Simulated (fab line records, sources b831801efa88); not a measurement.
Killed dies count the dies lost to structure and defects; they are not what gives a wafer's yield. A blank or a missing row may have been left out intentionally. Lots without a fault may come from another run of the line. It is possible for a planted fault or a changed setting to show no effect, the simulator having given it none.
Chamber matching -- flow sky130 -- rie-diel-01 running SKY_VIA2_ETCH_15: 4 sister chambers
The step etches SiO2 in C4F8/O2/Ar, stops on TiN, target depth 546 nm, time 84 s. 8 wafers are shown with their chamber, then 6 later ones without.

== EACH WAFER AND ITS CHAMBER ==
wafer,chamber,oes-product-au (a.u.)
L443.5,1,0.946
L450.2,0,0.939
L450.6,2,0.945
L457.1,2,0.945
L457.3,3,0.939
L461.1,3,0.934
L461.5,1,0.947
L461.6,0,0.940

== WAFERS WHOSE CHAMBER IS MISSING ==
wafer,oes-product-au (a.u.)
L462.2,0.941
L462.4,0.940
L462.6,0.950
L463.3,0.940
L463.5,0.934
L463.6,0.942

== WHICH CHAMBER EACH ONE RAN IN ==
wafer,from the rows above,in truth
L462.2,can't be placed: 0 or 2 or 3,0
L462.4,can't be placed: 0 or 3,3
L462.6,can't be placed: 1 or 2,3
L463.3,can't be placed: 0 or 3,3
L463.5,can't be placed: 3 or 0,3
L463.6,can't be placed: 0 or 2 or 1 or 3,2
0 of 6 placed correctly. From these rows, 6 cannot be placed; in 5 the true chamber is one of the candidates. Number placed wrongly: 0.
How it was worked out, from the rows above alone: a wafer's distance from a chamber is the root of the sum, over the readings, of the square of ((its reading less the chamber's mean) divided by the reading's scatter). If the next closest chamber is less than 2 further off than the closest, the wafer can't be placed; otherwise it belongs to the closest. The mean given for a chamber averages the wafers shown for that chamber. The scatter: the root of (the sum of the squares of (reading less its chamber's mean) over the shown wafers, divided by (wafers less chambers)).
